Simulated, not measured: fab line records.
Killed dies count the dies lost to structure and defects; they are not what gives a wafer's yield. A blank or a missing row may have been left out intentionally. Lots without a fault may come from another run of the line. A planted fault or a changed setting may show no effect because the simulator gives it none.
fab line records -- flow sfq-line
record lots=6, wafers=18, last-day=92
route steps=325 shown JJ@194 M5@198
lots that met no fault: taken from a fault-free run of the same line
start-h: the number of hours between the record's first day and the start of the first shown wafer of the lot -- wait-h: hours from the lot's prior step to this one -- " same as the row above -- L1.1+2: several wafers, shown together as one row -- - no value, or no start was given -- * or withheld: withheld -- < > ~ a bound
route shown NAME@n: NAME is a module with steps in the file, n the number in the route of the first one -- usual: mean and standard deviation over wafers with no fault -- same: alike in all rows -- chamber/n: place in a boat -- sites: per-site readings -- _std_site: how widely they spread, as a standard deviation -- _edge_site: mean of outer sites minus mean of inner sites -- radius-mm: how far each site lies from the wafer's centre -- mask NAME#n: copy n -- behind: the tool/chamber that last shaped the wafer -- hold: reason for holding the lot/hours on hold/outcome of the hold -- device: whichever transistor did not switch (one of n, p or np) -- end of line: the same wafers' tests at the end of the route -- for a step that has no rows: nothing shown but its recipe -- killed: at the first sort, the dies lost to defects and structure; wafer yield is something else -- map: the dies of a wafer, with x for killed, . for not killed, _ for no die there
set.NAME: setting as actually run; set.NAME@STEP: the setting as run at that earlier step -- model.NAME: the simulator's own value behind a step, which no gauge read
certain route steps with their lots: each step a table, each wafer a row
services: from which hour (start-h, from the record's first day; less than 0 if before it) a tool's chamber was out of use, for how many hours, and why
## steps
# step SFQ_TRILAYER_JJ_CE_ETCH_RIE_118
# recipe target=Nb, stop-on=Al2O3, mask-material=PR, taper-deg=13.257, over-etch-frac=0.15, time-s=97.7, chemistry=SF6, target-depth-nm=170, icp-w=600, bias-w=80, pressure-mtorr=10
# usual drypump-motor-current-A=6.0/0.43, oes-product-au=0.989/0.0082
lot.wafer,tool,chamber,start-h,wait-h,drypump-motor-current-A,oes-product-au,rf-hours-counter-h
L421.1,rie-metal-02,1,1201.52,0.1,5.9,0.984,9
L421.5,rie-metal-02,0,1201.52,0.1,6.2,0.980,-
L421.6,rie-metal-02,1,1201.52,0.1,5.9,0.984,-
L431.1,rie-metal-02,1,1491.22,0.1,5.9,0.990,41
L431.4,rie-metal-02,1,1491.22,0.1,5.9,0.988,-
L431.5,rie-metal-02,1,1491.22,0.1,5.9,0.984,-
L432.2,rie-metal-03,0,1497.22,0.1,6.6,0.980,70
L432.5,rie-metal-03,1,1497.22,0.1,5.7,0.992,-
L432.6,rie-metal-03,0,1497.22,0.1,6.6,0.986,-
L440.2,rie-metal-02,1,1614.05,0.1,5.9,1.008,61
L440.4,rie-metal-02,1,1614.05,0.1,5.9,0.998,-
L440.5,rie-metal-02,0,1614.05,0.1,6.2,1.011,-
L442.2,rie-metal-04,1,1626.61,0.1,5.1,1.000,88
L442.5,rie-metal-04,0,1626.61,0.1,6.4,0.992,-
L442.6,rie-metal-04,1,1626.61,0.1,5.2,0.997,-
L443.1,rie-metal-03,0,1640.48,0.1,6.6,0.981,97
L443.3,rie-metal-03,1,1640.48,0.1,5.7,0.988,-
L443.4,rie-metal-03,0,1640.48,0.1,6.6,0.984,-
# step SFQ_TRILAYER_JJ_ANODIZE_ANODIZE_119
# recipe current-density-ma-cm2=withheld, end-current-density-ma-cm2=withheld, bath-temp-c=withheld
# step SFQ_TRILAYER_JJ_CE_STRIP_STRIP_120
# recipe gas=O2, power-w=200, platen-temp-c=40, overash-fraction=0.65, chemistry=O2, pressure-mtorr=50
# usual drypump-motor-current-A=6.0/0.48, oes-product-au=1.003/0.012
lot.wafer,tool,chamber,start-h,wait-h,drypump-motor-current-A,oes-product-au,rf-hours-counter-h
L421.1,rie-metal-03,0,1202.12,0.0,6.6,0.996,30
L421.5,rie-metal-03,1,1202.12,0.0,5.7,1.014,-
L421.6,rie-metal-03,0,1202.12,0.0,6.6,0.985,-
L431.1,rie-metal-02,1,1491.83,0.0,5.9,1.011,41
L431.4,rie-metal-02,0,1491.83,0.0,6.2,1.031,-
L431.5,rie-metal-02,0,1491.83,0.0,6.3,1.024,-
L432.2,rie-metal-03,1,1497.83,0.0,5.7,1.017,65
L432.5,rie-metal-03,0,1497.83,0.0,6.6,0.988,-
L432.6,rie-metal-03,1,1497.83,0.0,5.8,1.011,-
L440.2,rie-metal-04,1,1615.16,0.0,5.1,1.003,86
L440.4,rie-metal-04,0,1615.16,0.0,6.4,0.994,-
L440.5,rie-metal-04,1,1615.16,0.0,5.1,1.004,-
L442.2,rie-metal-04,0,1627.22,0.0,6.4,0.987,94
L442.5,rie-metal-04,0,1627.22,0.0,6.4,0.991,-
L442.6,rie-metal-04,1,1627.22,0.0,5.2,1.006,-
L443.1,rie-metal-04,1,1641.08,0.0,5.2,0.994,89
L443.3,rie-metal-04,1,1641.08,0.0,5.1,1.007,-
L443.4,rie-metal-04,0,1641.08,0.0,6.4,0.997,-
# step SFQ_TRILAYER_JJ_CE_STRIP_SOLV_CLEAN_121
# recipe chemistry=NMP, temp-c=70, time-s=600
# step SFQ_TRILAYER_M5_LITHO_COAT_128
# recipe resist=BARC, spin-rpm=3000, resist-thk-nm=62
# step SFQ_TRILAYER_M5_LITHO_COAT_123
# recipe resist=KrF, spin-rpm=3000, resist-thk-nm=600
# step SFQ_TRILAYER_M5_LITHO_SOFTBAKE_127
# recipe temp-c=withheld, time-s=withheld, resist=KrF
# step SFQ_TRILAYER_M5_LITHO_EXPOSE_124
# recipe mask-id=M5, na=0.6, source-shape=conventional, sigma-outer=0.65, target-cd-nm=700, dose-mj=14.4
# step SFQ_TRILAYER_M5_LITHO_PEB_126
# recipe peb-temp-c=115, peb-time-s=60, resist=KrF
# step SFQ_TRILAYER_M5_LITHO_DEVELOP_125
# recipe time-s=60, resist=KrF
# step SFQ_M5_OVL_MEAS_932
# usual M5_OVL=0/5
lot.wafer,tool,chamber,start-h,wait-h,M5_OVL[nm]
L421.1,overlay-02,-,1208.72,0.1,1
L421.5,overlay-02,-,1208.72,0.1,-1
L421.6,overlay-02,-,1208.72,0.1,6
L431.1,overlay-02,-,1595.80,0.1,-3
L431.4,overlay-02,-,1595.80,0.1,-2
L431.5,overlay-02,-,1595.80,0.1,-8
L432.2,overlay-02,-,1600.73,0.1,-5
L432.5,overlay-02,-,1600.73,0.1,-3
L432.6,overlay-02,-,1600.73,0.1,4
L440.2,overlay-01,-,1722.16,0.1,-5
L440.4,overlay-01,-,1722.16,0.1,-7
L440.5,overlay-01,-,1722.16,0.1,0
L442.2,overlay-01,-,1738.96,0.1,2
L442.5,overlay-01,-,1738.96,0.1,1
L442.6,overlay-01,-,1738.96,0.1,9
L443.1,overlay-02,-,1749.75,0.1,-6
L443.3,overlay-02,-,1749.75,0.1,0
L443.4,overlay-02,-,1749.75,0.1,-4
# step SFQ_TRILAYER_M5_BARC_OPEN_METAL_ETCH_161
# recipe mask-material=PR, chemistry=O2, target-depth-nm=125, target=BARC, icp-w=600, bias-w=80, pressure-mtorr=10, time-s=41.7
# usual bias-w=79.96/0.24, drypump-motor-current-A=6.0/0.49, oes-product-au=0.685/0.0043
lot.wafer,tool,chamber,start-h,wait-h,bias-w,drypump-motor-current-A,oes-product-au,rf-hours-counter-h
L421.1,rie-metal-03,0,1208.75,0.0,79.98,6.6,0.686,32
L421.5,rie-metal-03,1,1208.75,0.0,79.83,5.7,0.683,-
L421.6,rie-metal-03,0,1208.75,0.0,80.15,6.6,0.672,-
L431.1,rie-metal-04,1,1595.83,0.0,79.63,5.2,0.686,83
L431.4,rie-metal-04,0,1595.83,0.0,80.23,6.4,0.682,-
L431.5,rie-metal-04,1,1595.83,0.0,79.94,5.1,0.685,-
L432.2,rie-metal-04,0,1600.76,0.0,79.73,6.4,0.689,90
L432.5,rie-metal-04,0,1600.76,0.0,79.69,6.4,0.688,-
L432.6,rie-metal-04,1,1600.76,0.0,79.99,5.2,0.691,-
L440.2,rie-metal-01,1,1722.19,0.0,79.97,6.1,0.684,30
L440.4,rie-metal-01,0,1722.19,0.0,79.77,6.0,0.693,-
L440.5,rie-metal-01,1,1722.19,0.0,79.99,6.1,0.684,-
L442.2,rie-metal-04,0,1738.99,0.0,80.33,6.4,0.690,106
L442.5,rie-metal-04,1,1738.99,0.0,80.04,5.2,0.692,-
L442.6,rie-metal-04,0,1738.99,0.0,80.09,6.4,0.687,-
L443.1,rie-metal-01,0,1749.79,0.0,79.90,5.9,0.685,72
L443.3,rie-metal-01,0,1749.79,0.0,79.60,6.0,0.682,-
L443.4,rie-metal-01,1,1749.79,0.0,80.11,6.1,0.686,-
# step SFQ_TRILAYER_M5_ETCH_METAL_ETCH_126
# recipe target=Nb, stop-on=SiO2, mask-material=PR, over-etch-frac=0.15, time-s=203.2, chemistry=Cl2/BCl3, target-depth-nm=265, icp-w=600, bias-w=80, pressure-mtorr=10
# usual bias-w=80.01/0.23, drypump-motor-current-A=6.0/0.49, oes-product-au=0.729/0.0058
lot.wafer,tool,chamber,start-h,wait-h,bias-w,drypump-motor-current-A,oes-product-au,rf-hours-counter-h,model.KrF_of_TRILAYER_M5_LITHO_COAT_123.thk-nm
L421.1,rie-metal-03,0,1208.81,0.0,79.69,6.6,0.726,32,375
L421.5,rie-metal-03,1,1208.81,0.0,79.79,5.7,0.718,-,372.6
L421.6,rie-metal-03,0,1208.81,0.0,79.69,6.5,0.728,-,375.5
L431.1,rie-metal-04,1,1595.89,0.0,79.97,5.2,0.730,83,368.1
L431.4,rie-metal-04,0,1595.89,0.0,86.13,6.4,0.729,-,366.5
L431.5,rie-metal-04,1,1595.89,0.0,80.27,5.2,0.739,-,368
L432.2,rie-metal-04,0,1600.82,0.0,86.49,6.4,0.743,90,366
L432.5,rie-metal-04,0,1600.82,0.0,86.32,6.4,0.729,-,366.6
L432.6,rie-metal-04,1,1600.82,0.0,79.50,5.2,0.729,-,369
L440.2,rie-metal-01,1,1722.25,0.0,79.56,6.1,0.725,30,373.6
L440.4,rie-metal-01,0,1722.25,0.0,79.90,6.0,0.733,-,371.2
L440.5,rie-metal-01,1,1722.25,0.0,79.70,6.1,0.725,-,374
L442.2,rie-metal-04,0,1739.05,0.0,79.88,6.4,0.720,106,374.9
L442.5,rie-metal-04,1,1739.05,0.0,80.27,5.2,0.730,-,369.7
L442.6,rie-metal-04,0,1739.05,0.0,80.19,6.4,0.736,-,377.7
L443.1,rie-metal-01,0,1749.85,0.0,80.20,5.9,0.726,72,370.3
L443.3,rie-metal-01,0,1749.85,0.0,79.94,6.0,0.733,-,368.7
L443.4,rie-metal-01,1,1749.85,0.0,80.09,6.1,0.730,-,372.5
# step SFQ_TRILAYER_M5_STRIP_STRIP_127
# recipe gas=O2, power-w=200, platen-temp-c=40, overash-fraction=0.65, chemistry=O2, pressure-mtorr=50
# usual drypump-motor-current-A=6.0/0.49, oes-product-au=1.000/0.0086
lot.wafer,tool,chamber,start-h,wait-h,drypump-motor-current-A,oes-product-au,rf-hours-counter-h
L421.1,rie-metal-03,0,1209.01,0.1,6.6,0.990,32
L421.5,rie-metal-03,1,1209.01,0.1,5.7,1.012,-
L421.6,rie-metal-03,0,1209.01,0.1,6.6,0.991,-
L431.1,rie-metal-04,1,1596.09,0.1,5.1,1.007,83
L431.4,rie-metal-04,0,1596.09,0.1,6.4,1.004,-
L431.5,rie-metal-04,1,1596.09,0.1,5.1,1.002,-
L432.2,rie-metal-04,0,1601.02,0.1,6.4,0.995,90
L432.5,rie-metal-04,0,1601.02,0.1,6.4,1.000,-
L432.6,rie-metal-04,1,1601.02,0.1,5.2,1.013,-
L440.2,rie-metal-01,1,1722.44,0.1,6.1,0.983,30
L440.4,rie-metal-01,0,1722.44,0.1,5.9,1.012,-
L440.5,rie-metal-01,1,1722.44,0.1,6.1,0.999,-
L442.2,rie-metal-04,0,1739.24,0.1,6.4,0.987,106
L442.5,rie-metal-04,1,1739.24,0.1,5.2,0.999,-
L442.6,rie-metal-04,0,1739.24,0.1,6.4,0.988,-
L443.1,rie-metal-01,0,1750.04,0.1,5.9,0.993,72
L443.3,rie-metal-01,0,1750.04,0.1,6.0,1.006,-
L443.4,rie-metal-01,1,1750.04,0.1,6.1,1.001,-
## services
tool,chamber,start-h,hours,kind
rie-metal-01,-,1178.15,0.6,repair
rie-metal-04,-,1222.35,2.8,pm
rie-metal-01,0,1233.40,-,clean
rie-metal-01,0,1233.40,-,consumable-replace:focus-ring
rie-metal-01,0,1233.40,22.4,scheduled-down
rie-metal-01,0,1233.40,22.4,vent-cycle
rie-metal-04,1,1236.04,1.1,repair
rie-metal-02,0,1260.25,4.1,repair
rie-metal-02,1,1262.65,1.3,repair
rie-metal-03,-,1336.54,19.0,repair
rie-metal-03,0,1364.10,6.9,repair
rie-metal-02,1,1395.96,56.0,repair
rie-metal-01,1,1406.15,2.0,repair
rie-metal-01,0,1413.45,4.8,repair
rie-metal-04,-,1414.73,2.6,repair
rie-metal-04,-,1427.80,0.6,repair
rie-metal-01,-,1517.30,0.2,repair
rie-metal-02,0,1534.17,10.0,repair
rie-metal-04,-,1548.16,1.5,repair
rie-metal-03,0,1555.83,1.6,repair
rie-metal-03,1,1555.89,18.7,repair
rie-metal-02,1,1559.61,5.3,repair
rie-metal-02,-,1561.31,1.4,pm
rie-metal-02,-,1678.56,2.8,pm
## key
first-sign step=SFQ_TRILAYER_M5_ETCH_METAL_ETCH_126, reading=bias-w, direction=up, sigmas=27, usual=80.01, struck=86.31
effect none on later readings
model-effect step=SFQ_TRILAYER_M5_ETCH_METAL_ETCH_126, value=KrF_of_TRILAYER_M5_LITHO_COAT_123.thk-nm, without=370.6, struck=366.4
met-at SFQ_TRILAYER_M5_ETCH_METAL_ETCH_126
struck-wafers L431.4,L432.2,L432.5
fault kind=process-parameter-drift, tool=rie-metal-04, chamber=0, onset-h=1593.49, steps=SFQ_TRILAYER_M5_ETCH_METAL_ETCH_126, channel=bias-w, offset=6.0461, shape=step, end-h=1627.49, acts-in=these-recipes-only, stated=80
